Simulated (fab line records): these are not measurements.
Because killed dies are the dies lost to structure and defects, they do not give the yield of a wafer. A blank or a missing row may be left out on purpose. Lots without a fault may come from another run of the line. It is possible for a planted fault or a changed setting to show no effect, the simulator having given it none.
Which tool did it? ; flow sky130 ; 29 wafers from 10 lots sampled at 4 of the route's 708 steps

## WHAT THE GAUGES SHOWED, per wafer
SKY_VIA2_CD_MEAS_12: target cd 200 nm. Usual: 200.4 nm for cd nm, sd 1.2.
lot;measured;on;cd nm (nm);flag
L607;day 36 05:35;cd sem-01;200.9 200.8 202.0;
L608;day 36 13:03;cd sem-01;200.0 200.0 200.5;
L609;day 37 00:27;cd sem-02;199.7 200.7 200.3;
L611;day 37 18:26;cd sem-01;199.0 197.9 198.2;
L617;day 39 08:08;cd sem-02;200.4 201.0;
L623;day 41 04:00;cd sem-01;200.0 200.0 200.9;
L626;day 42 01:58;cd sem-01;199.2 199.8 199.4;
L628;day 42 03:50;cd sem-01;199.7 199.7 200.0;
L629;day 42 11:20;cd sem-01;200.7 199.8 199.3;
L630;day 42 16:07;cd sem-01;201.2 200.3 200.0;

SKY_VIA2_OVL_MEAS_13. Usual: VIA2_OVL -3 nm, standard deviation 5.9.
lot;measured;on;VIA2_OVL (nm);flag
L607;day 36 05:42;overlay-01;-9 -16 -7;
L608;day 36 13:09;overlay-01;8 3 3;
L609;day 37 00:32;overlay-01;-3 0 -3;
L611;day 37 18:34;overlay-01;-7 5 4;
L617;day 39 08:15;overlay-02;-7 -17;
L623;day 41 04:05;overlay-01;-11 -10 -9;
L626;day 42 02:04;overlay-01;-7 -11 -5;
L628;day 42 03:58;overlay-01;7 4 10;
L629;day 42 11:27;overlay-01;-8 -2 7;
L630;day 42 16:14;overlay-02;-2 -6 -12;

SKY_VIA3_THK_MEAS_23: measures by xrf. Usual: VIA3_W_THK 397 nm, standard deviation 6.9.
lot;measured;on;VIA3_W_THK (nm);flag
L607;day 39 15:48;film metro-04;402 411 403;
L608;day 39 21:26;film metro-03;392 395 391;
L609;day 40 08:57;film metro-02;394 392 392;
L611;day 41 01:50;film metro-04;417 407 403;
L617;day 42 12:55;film metro-04;398 401;
L623;day 44 06:56;film metro-02;391 392 392;
L626;day 45 02:52;film metro-03;391 389 391;
L628;day 45 05:00;film metro-02;389 388 383;
L629;day 45 12:10;film metro-02;392 399 400;
L630;day 45 15:45;film metro-03;385 388 390;

## WHICH TOOL RAN EACH LOT (tool, then ch and the chambers of the sampled wafers, then the start)
lot;SKY_METAL3_ETCH_16
L607;rie metal-01 ch 0,1, day 38 12:02
L608;rie metal-03 ch 0,1, day 38 18:17
L609;rie metal-04 ch 0,1, day 39 05:24
L611;rie metal-04 ch 0,1, day 39 22:44
L617;rie metal-04 ch 0, day 41 10:53
L623;rie metal-03 ch 0,1, day 43 04:53
L626;rie metal-01 ch 0,1, day 44 02:41
L628;rie metal-01 ch 0,1, day 44 05:07
L629;rie metal-04 ch 0,1, day 44 12:11
L630;rie metal-04 ch 0,1, day 44 16:16
- SKY_METAL3_ETCH_16: etches BARC in N2/H2, stops on SiO2, time 88.2 s, target depth 60 nm.

## WHAT THE TOOLS THEMSELVES READ (means of the sampled wafers that have a number; where no wafer has one, the mark that the record gives instead)
SKY_METAL3_ETCH_16. Usual: drypump motor current A 6.0 A, standard deviation 0.46; n2 flow sccm 100.0 sccm, standard deviation 0.31; oes product au 0.625 a.u., standard deviation 0.0042; run length s 116.3 s, standard deviation 0.4; throttle valve pct 13.204 %, standard deviation 0.0082.
lot;tool;drypump motor current A (A);n2 flow sccm (sccm);oes product au (a.u.);run length s (s);throttle valve pct (%);flag
L607;rie metal-01;5.5;99.8;0.625;116.4;13.194;
L608;rie metal-03;6.0;100.2;0.624;116.3;13.203;
L609;rie metal-04;6.3;99.8;0.623;116.6;13.203;
L611;rie metal-04;6.3;99.6;0.627;116.3;13.203;
L617;rie metal-04;6.5;99.8;0.613;120.2;13.204;OFF
L623;rie metal-03;6.0;100.0;0.623;116.4;13.210;
L626;rie metal-01;5.2;100.4;0.628;116.7;13.202;
L628;rie metal-01;5.2;99.7;0.625;116.7;13.204;
L629;rie metal-04;6.2;100.1;0.624;116.1;13.207;
L630;rie metal-04;6.2;100.2;0.630;116.2;13.206;

## THE ANSWER, worked out from the rows above alone
Rule: lot off if the mean of its wafers having a number is beyond 3 standard deviations from the usual mean. A lot without any number at a reading at which 4 lots or more have one is off too. All remaining lots with rows at the step are treated as sound. The gauges are gone through in route order, then the tools' own readings, and for those a lot's mean is taken as printed above. The first step at which some lot is off is used, and at that step the reading that is off furthest; a lot without a number counts as furthest.
Off at SKY_METAL3_ETCH_16 (run length s): L617.
A tool fits if, at that step or a process step before it, it ran every lot that is off, and no sound lot after the first of them. Of those tried, none fits.

## WHAT WAS PUT IN BY THE SIMULATOR
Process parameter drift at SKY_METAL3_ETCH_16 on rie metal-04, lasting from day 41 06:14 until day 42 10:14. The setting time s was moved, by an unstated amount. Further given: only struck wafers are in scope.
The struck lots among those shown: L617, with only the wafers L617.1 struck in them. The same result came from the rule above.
